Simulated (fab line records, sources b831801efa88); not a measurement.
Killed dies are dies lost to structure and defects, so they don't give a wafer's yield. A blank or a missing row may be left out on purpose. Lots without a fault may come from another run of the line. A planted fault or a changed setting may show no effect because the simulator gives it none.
Which tool did it? | flow sky130 | 6 lots, 18 wafers sampled, at 2 steps of a route of 708

WHAT THE GAUGES READ, wafer by wafer
SKY_CONTACT_RS_MEAS_25: measures by four-point-probe.
lot  | measured     | on            | CONTACT_W_RS (ohm/sq)
L918 | day 32 07:25 | film_metro-02 | 0.329 0.337 0.329
L922 | day 33 17:43 | film_metro-01 | 0.339 0.344 0.345
L933 | day 36 21:58 | film_metro-03 | 0.345 0.344 0.338
L936 | day 38 00:25 | film_metro-01 | 0.339 0.335 0.338
L938 | day 38 08:08 | film_metro-02 | 0.338 0.340 0.341
L940 | day 38 21:16 | film_metro-03 | 0.330 0.339 0.338

WHICH TOOL RAN EACH LOT (tool, then ch and the chambers of the sampled wafers, then the start)
lot  | SKY_CONTACT_CMP_04
L918 | cmp-02 ch 0,2,3, day 31 03:10
L922 | cmp-01 ch 0,1,3, day 32 13:40
L933 | cmp-02 ch 0,1,2, day 35 18:26
L936 | cmp-02 ch 1,2,3, day 36 21:23
L938 | cmp-01 ch 0,1, day 37 04:58
L940 | cmp-02 ch 0,1,2, day 37 18:52
- SKY_CONTACT_CMP_04: polishes SiO2.

THE ANSWER, worked out from the rows above alone
Rule: what is usual is taken from the lots themselves. Put in order of their means at a reading, lots are off if they are a third of the lots or fewer, leave a main group of 4 or more, and stand apart from it by a gap of 3 or more times the standard deviation of the main group's means; of several such gaps the widest counts. A main group whose means are all the same, to the digits that the tables above print for the reading, isn't used. A lot without any number at a reading at which 4 lots or more have one is off too. The other lots that the step has rows for count as sound.
No lot is off at any reading shown: from this, nothing can be told.

WHAT THE SIMULATOR HAD PUT IN
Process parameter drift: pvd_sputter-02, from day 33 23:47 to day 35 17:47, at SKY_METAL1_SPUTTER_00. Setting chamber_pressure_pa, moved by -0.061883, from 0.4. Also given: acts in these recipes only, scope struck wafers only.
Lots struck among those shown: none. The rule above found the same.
